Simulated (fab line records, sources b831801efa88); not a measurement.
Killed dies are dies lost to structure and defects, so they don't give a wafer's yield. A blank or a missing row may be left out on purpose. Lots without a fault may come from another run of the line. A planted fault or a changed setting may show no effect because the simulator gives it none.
Problem report in the 8D (eight disciplines) form, filled by code | flow sky130 | the parts of the form that need people (team, actions taken, sign-off) are left out

1. THE PROBLEM
killed_at_M4_up at SKY_PAD_OPEN_PROBE_99 reads a mean of 37.7 on 9 wafers of 3 lots; wafers without a fault read 3.5 with a standard deviation of 1.9. That is +18 standard deviations from the usual mean.
First seen on wafer L149.1, day 46 22:23, on prober-01. The record holds 9 wafers of 3 lots with a number at this step. Rule for "out", or "out of limits": more than 4 standard deviations from the usual mean. The other wafers with a number count as sound.

2. WHAT IT IS AND WHAT IT IS NOT
question                    | is                     | is not
which readings at this step | killed_at_M4_up        | killed_at_M0_to_M3, killed_at_contacts, killed_open, killed_short
which lots                  | L149, L150, L151       | -
which wafers of those lots  | all that have a number | -
read on which tools         | prober-01, prober-02   | -
when                        | from day 46 22:23      | up to then (0 sound wafers)

3. SUSPECTS, AND WHAT RULES EACH OUT
Counting: a tool at a process step up to the reading stays a suspect if it ran every lot that is out and no sound lot after the first of them.
- pvd_sputter-03 at SKY_METAL5_SPUTTER_04 (material TiN, target thk 70 nm, time 58.3 s): kept. It ran every lot that is out, first L149 (day 44 04:01), and no sound lot after that.
Left after counting: pvd_sputter-03 at SKY_METAL5_SPUTTER_04.

4. THE CAUSE (what the simulator had put in)
Chamber particle source: pvd_sputter-03, from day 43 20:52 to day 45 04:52, at SKY_METAL5_SPUTTER_04. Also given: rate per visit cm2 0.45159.
Counting left only this tool.

5. THE CHAIN OF EFFECTS, in route order
Each row: a reading whose mean over the struck wafers that have a number lies more than 3 standard deviations from the usual. Only readings for which the record gives a usual standard deviation are gone through. hours: the time from each lot's start at the first step in this table that gives one to its start at this step, as a median over the lots. sigmas: the change in usual standard deviations.
hours | step                  | reading         | usual | on struck wafers | change | sigmas
0     | SKY_PAD_OPEN_PROBE_99 | killed_at_M4_up | 3.5   | 37.7             | +34.2  | +18
0     | SKY_PAD_OPEN_PROBE_99 | killed_dies     | 87    | 117              | +30    | +3.0
0     | SKY_PAD_OPEN_PROBE_99 | sort_n_pass     | 405   | 375              | -30    | -3.0
The process steps in it:
- SKY_PAD_OPEN_PROBE_99

6. WHAT WOULD HAVE CAUGHT IT SOONER
In this record the first reading out of limits was taken at day 46 22:23, 74 hours after the fault began at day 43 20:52.
Of the tool readings at SKY_METAL5_SPUTTER_04 for which the record gives a usual standard deviation, none was out on any struck wafer, so an alarm limit of 4 standard deviations on them would not have fired.
All the lots that are out (3) had begun SKY_METAL5_SPUTTER_04 on pvd_sputter-03 by day 46 22:23. A hold on the tool at that time would have spared none of them.
